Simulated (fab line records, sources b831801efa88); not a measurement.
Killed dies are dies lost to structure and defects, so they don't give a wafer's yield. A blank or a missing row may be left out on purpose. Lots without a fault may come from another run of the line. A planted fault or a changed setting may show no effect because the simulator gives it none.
One fault seen from 2 desks | flow gf180mcu | each desk has only its own numbers; what lay behind them comes last

THE TOOL OWNER'S DESK: pvd_sputter-03
The tool's own readings at GF_M3_SPUTTER_04 (material TiN, target thk 50 nm, time 41.7 s): means of the sampled wafers that have a number, for each lot that ran on this tool. A lot is out of limits, marked OUT, if its mean lies more than 4 standard deviations from the usual mean; the brackets give that distance.
Columns: A = cathode_dc_power_W at GF_M3_SPUTTER_04, usual 6500.0 W; B = chamber_pressure_pa at GF_M3_SPUTTER_04, usual 0.4001 Pa; C = throttle_valve_pct at GF_M3_SPUTTER_04, usual 29.5 %
lot  | first seen here | A                        | B      | C
L761 | day 20 13:19    | 6500.0                   | 0.4000 | 28.9
L762 | day 21 04:54    | 6499.4                   | 0.4001 | 29.4
L776 | day 27 01:43    | 6745.4 (+99 or more) OUT | 0.3997 | 29.4
L779 | day 27 11:53    | 6745.1 (+99 or more) OUT | 0.4004 | 28.8
This desk's finding: out of limits on L776, L779; first on L776, day 27 01:43 (cathode_dc_power_W at GF_M3_SPUTTER_04). In limits: L761, L762.

THE METROLOGY DESK
What the gauges read, lot by lot, whatever tool the lot ran on: means of the sampled wafers that have a number. A lot is out of limits, marked OUT, if its mean lies more than 4 standard deviations from the usual mean; the brackets give that distance. Of its 9 readings 7 are shown: those that lie furthest out on some lot.
Columns: A = V2_W_THK at GF_V2_THK_MEAS_25, usual 357 nm; B = M3_ALCU_RS at GF_M3_RS_MEAS_05, usual 0.0696 ohm/sq; C = M3_ALCU_THK at GF_M3_THK_MEAS_06, usual 451 nm; D = M3_OVL at GF_M3_OVL_MEAS_15, usual 1 nm; E = V3_CVD_00_THK at GF_V3_THK_MEAS_01, usual 600 nm; F = V3_CVD_02_THK at GF_V3_THK_MEAS_03, usual 852 nm; G = V3_BOW at GF_V3_BOW_MEAS_05, usual 117 um
lot  | first seen here | A   | B      | C   | D  | E   | F   | G
L761 | day 20 12:40    | 355 | 0.0691 | 457 | 8  | 600 | 847 | 116
L762 | day 21 04:14    | 357 | 0.0690 | 451 | -5 | 601 | 852 | 119
L764 | day 21 15:47    | 359 | 0.0708 | 442 | 0  | 599 | 854 | 116
L767 | day 23 07:49    | 365 | 0.0701 | 450 | -3 | 608 | 852 | 117
L776 | day 27 01:03    | 353 | 0.0689 | 456 | 9  | 596 | 858 | 117
L779 | day 27 11:13    | 359 | 0.0683 | 460 | 4  | 602 | 843 | 109
This desk's finding: nothing out of limits on any of the 6 lots.

PUT TOGETHER
The tool owner's desk could have raised an alarm at day 27 01:43, on L776, L779.
The metrology desk saw nothing out of limits.
The metrology desk has L776, L779 on record, within its limits.
Of the lots named, all ran GF_M3_SPUTTER_04 on pvd_sputter-03.

WHAT THE SIMULATOR HAD PUT IN
Process parameter drift: pvd_sputter-03, from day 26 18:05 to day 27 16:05, at GF_M3_SPUTTER_04. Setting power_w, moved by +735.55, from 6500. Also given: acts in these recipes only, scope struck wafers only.
Lots struck among those shown: L776, L779.
Hours from the fault's start to each desk's first reading out of limits: the tool owner's desk, 8.
